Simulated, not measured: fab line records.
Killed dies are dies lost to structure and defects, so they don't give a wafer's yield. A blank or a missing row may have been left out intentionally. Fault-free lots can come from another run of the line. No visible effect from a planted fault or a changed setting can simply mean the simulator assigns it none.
Code-filled problem report in 8D (eight disciplines) form + flow sky130 + the parts of the form that need people (team, actions taken, sign-off) are left out

1. THE ISSUE
Across 3 wafers from 2 lots, PASSIVATION_CVD_02_THK at SKY_PASSIVATION_THK_MEAS_03 averages 743 nm, while fault-free wafers read 540 nm with a standard deviation of 6.9. Measured from the usual mean, that is +29 standard deviations.
Earliest sighting: wafer L164.1 on film_metro-03 at day 46 22:32. At this step, 33 wafers from 11 lots have a number in the record. By rule, "out" or "out of limits" means more than 4 standard deviations away from the usual mean. All remaining wafers that have a number are taken as sound.

2. WHAT IT IS, WHAT IT ISN'T
| question                    | is                           | is not                                                                                             |
|-----------------------------|------------------------------|----------------------------------------------------------------------------------------------------|
| which readings at this step | PASSIVATION_CVD_02_THK       | -                                                                                                  |
| which lots                  | L164, L165                   | L154, L155, L156, L157, L169, L171, L173, L174, L176                                               |
| which wafers of those lots  | L164.1, L164.4, L165.5       | L164.6, L165.1, L165.4                                                                             |
| read on which gauges        | film_metro-01, film_metro-03 | film_metro-04                                                                                      |
| when                        | from day 46 22:32            | up to then (13 sound wafers); but 17 sound wafers of L165, L169, L171, L173, L174, L176 came after |

3. SUSPECTS, AND WHAT RULES EACH OUT
Counting: any tool at a process step up to the reading remains a suspect provided it ran every lot that is out. Sound lots after the first of them don't rule it out here, since some wafers of a struck lot are sound.
- the gauge at SKY_PASSIVATION_THK_MEAS_03: ruled out. The wafers that are out were read on 2 gauges (film_metro-01, film_metro-03).
- rie_metal-02 at SKY_LOCAL_INTERCONNECT_METAL_ETCH_14 (etches TiN in Cl2/BCl3, stops on PSG, target depth 110 nm, time 31.4 s): kept. Every lot that is out went through it, the first being L164 (day 34 05:50); the last sound lot it ran before that was L157 (day 31 21:55).
- pecvd-04 at SKY_PASSIVATION_CVD_02 (deposits Si3N4, target thk 540 nm): kept. Every lot that is out went through it, the first being L164 (day 46 22:19); the last sound lot it ran before that was L157 (day 45 04:27).
- At SKY_PASSIVATION_CVD_02, inside pecvd-04: chamber 0 took the wafers that are out, while their sound lot-mates went through chambers 1, 2.
What counting leaves: rie_metal-02 at SKY_LOCAL_INTERCONNECT_METAL_ETCH_14 and pecvd-04 at SKY_PASSIVATION_CVD_02.

4. THE CAUSE (what the simulator had put in)
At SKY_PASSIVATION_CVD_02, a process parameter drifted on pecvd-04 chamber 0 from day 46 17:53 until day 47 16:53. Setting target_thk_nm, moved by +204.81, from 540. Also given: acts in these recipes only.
This tool is one of the 2 suspects left after counting.

5. THE CHAIN OF EFFECTS, in route order
Each row: a reading whose mean over the struck wafers that have a number lies more than 3 standard deviations from the usual. Scope: only readings with a usual standard deviation given in the record; hours: median across lots of the time from each lot's start at the first step in this table that gives one to its start at this step; sigmas: change in usual standard deviations.
| hours | step                        | reading                | usual  | on struck wafers | change | sigmas |
|-------|-----------------------------|------------------------|--------|------------------|--------|--------|
| 0     | SKY_PASSIVATION_THK_MEAS_03 | PASSIVATION_CVD_02_THK | 540 nm | 743              | +203   | +29    |

6. HOW IT WOULD HAVE BEEN CAUGHT EARLIER
In this record the first reading out of limits at a measuring or inspecting step was taken at day 46 22:32, 5 hours after the fault began at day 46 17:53.
Of the tool readings at SKY_PASSIVATION_CVD_02 for which the record gives a usual standard deviation, none was out on any struck wafer, so an alarm limit of 4 standard deviations on them would not have fired.
Of the lots that are out (2), L165 began SKY_PASSIVATION_CVD_02 on pecvd-04 after day 46 22:32. Holding the tool at that time would have saved it.
